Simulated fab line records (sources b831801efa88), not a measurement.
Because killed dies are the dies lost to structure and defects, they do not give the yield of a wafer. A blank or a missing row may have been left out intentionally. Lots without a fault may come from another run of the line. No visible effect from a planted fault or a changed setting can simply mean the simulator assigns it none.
Comparing a struck lot with a sound one | flow sky130 | 17 steps out of a route of 708
Sound: wafers L313.2, L313.3, L313.4. Struck: wafers L323.1, L323.2, L323.4. The cause is named last.
At each step with rows: each side's tool, then ch and its chambers, then its first start. Under that, the readings that differ: sound wafers | struck wafers | difference of the means | sigmas: that difference in standard deviations of wafers without a fault.
alike: readings with means less than 2 such deviations apart, plus words and numbers identical on both sides. not compared: withheld readings, readings lacking a value on some wafer, bounds such as >300 that could conceal the same value, and numbers that have no deviation in the record and whose values overlap.
The two part at a step that has a row with sigmas, a row that says differs or no value, or rows on one side only. Numbers that don't overlap but have no deviation are shown without sigmas and don't part them. A reading missing from all wafers of one side parts the sides only when that side holds two or more wafers.

SKY_VT_ADJUST_HVTP_OVL_MEAS_08:
  sound on overlay-02 at day 6 09:48; struck on overlay-01 at day 9 00:38
  alike: VT_ADJUST_HVTP_OVL
then, 1 step without rows for these wafers: SKY_VT_ADJUST_HVTP_IMPLANT_09.
SKY_VT_ADJUST_HVTP_STRIP_10: strips in O2/N2.
  sound on plasmaAsher-04 ch 0,1, day 6 09:59; struck on plasmaAsher-01 ch 0,1, day 9 00:49
  alike: drypumpMotorCurrentA, oesProductAu, stripTimeToEndpointS
  not compared: rfHoursCounterH
SKY_VT_ADJUST_HVTP_TW_MEAS_11:
  sound on filmMetro-02 at day 6 10:05; struck on filmMetro-02 at day 9 00:55
  alike: VT_ADJUST_HVTP_TW
then, 7 steps without rows for these wafers: SKY_VT_ADJUST_LVTN_DEHYDRATE_00 (time 60 s); SKY_VT_ADJUST_LVTN_HMDS_01 (prime time 60 s); SKY_VT_ADJUST_LVTN_COAT_02 (resist thk 3000 nm); SKY_VT_ADJUST_LVTN_SOFTBAKE_03; SKY_VT_ADJUST_LVTN_EXPOSE_04 (exposes mask NWM COMPLEMENT LESS NATIVE, target cd 840 nm); SKY_VT_ADJUST_LVTN_PEB_05; SKY_VT_ADJUST_LVTN_DEVELOP_06 (develop time 60 s).
SKY_VT_ADJUST_LVTN_OVL_MEAS_07:
  sound on overlay-02 at day 7 05:16; struck on overlay-01 at day 9 21:58
  alike: VT_ADJUST_LVTN_OVL
SKY_VT_ADJUST_LVTN_IMPLANT_08:
  sound on implanter-03 ch 0, day 7 05:19; struck on implanter-03 ch 0, day 9 22:00
reading          | sound                           | struck                          | difference | sigmas
doseIonsCm2      | 1.567e+12 1.5724e+12 1.5687e+12 | 1.051e+12 1.0502e+12 1.0494e+12 | -5.192e+11 | -99 or more
faradayCurrentUA | 8.90 8.70 8.90                  | 5.96 5.93 5.74                  | -2.96      | -18
SKY_VT_ADJUST_LVTN_STRIP_09: strips in O2/N2.
  sound on plasmaAsher-02 ch 0,1, day 7 05:27; struck on plasmaAsher-03 ch 0,1, day 9 22:09
  alike: drypumpMotorCurrentA, oesProductAu, stripTimeToEndpointS
  not compared: rfHoursCounterH
SKY_VT_ADJUST_LVTN_TW_MEAS_10:
  sound on filmMetro-01 at day 7 05:34; struck on filmMetro-03 at day 9 22:15
reading           | sound             | struck            | difference | sigmas
VT_ADJUST_LVTN_TW | 242.4 242.4 242.3 | 215.6 216.1 214.1 | -27.1      | -25
then, 1 step without rows for these wafers: SKY_VT_ADJUST_LVTN_DEHYDRATE_11 (time 60 s).
-- record jumps: 38 days separate the struck wafers' starts on either side; left off in module VT_ADJUST_LVTN, taken up again in module PAD_OPEN, whose first shown step is the route's number 708 --
SKY_PAD_OPEN_PROBE_99:
  sound on prober-01 at day 45 15:17; struck on prober-02 at day 48 06:35
reading                                 | sound                | struck              | difference | sigmas
model.etest.nfet_01v8_lvt.bodyRiseV (V) | 0.1475 0.1492 0.1482 | 0.1407 0.141 0.1432 | -0.0067    | 
  alike: killed_at_M0_to_M3, killed_at_M4_up, killedAtContacts, killedAtFrontEnd, killedAtOther, killedDies, killedOpen, killedShort
  not compared: model.etest.nfet_01v8_lvt.vtSatV, model.etest.nfet_01v8_lvt.vtV

== WHERE THEY PART ==
Earliest at SKY_VT_ADJUST_LVTN_IMPLANT_08; latest, in this record, at SKY_VT_ADJUST_LVTN_TW_MEAS_10. Later steps at which nothing parts them and some readings are alike: SKY_PAD_OPEN_PROBE_99.

WHY: whatever the simulator had introduced
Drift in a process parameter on implanter-03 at SKY_VT_ADJUST_LVTN_IMPLANT_08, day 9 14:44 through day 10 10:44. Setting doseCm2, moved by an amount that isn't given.
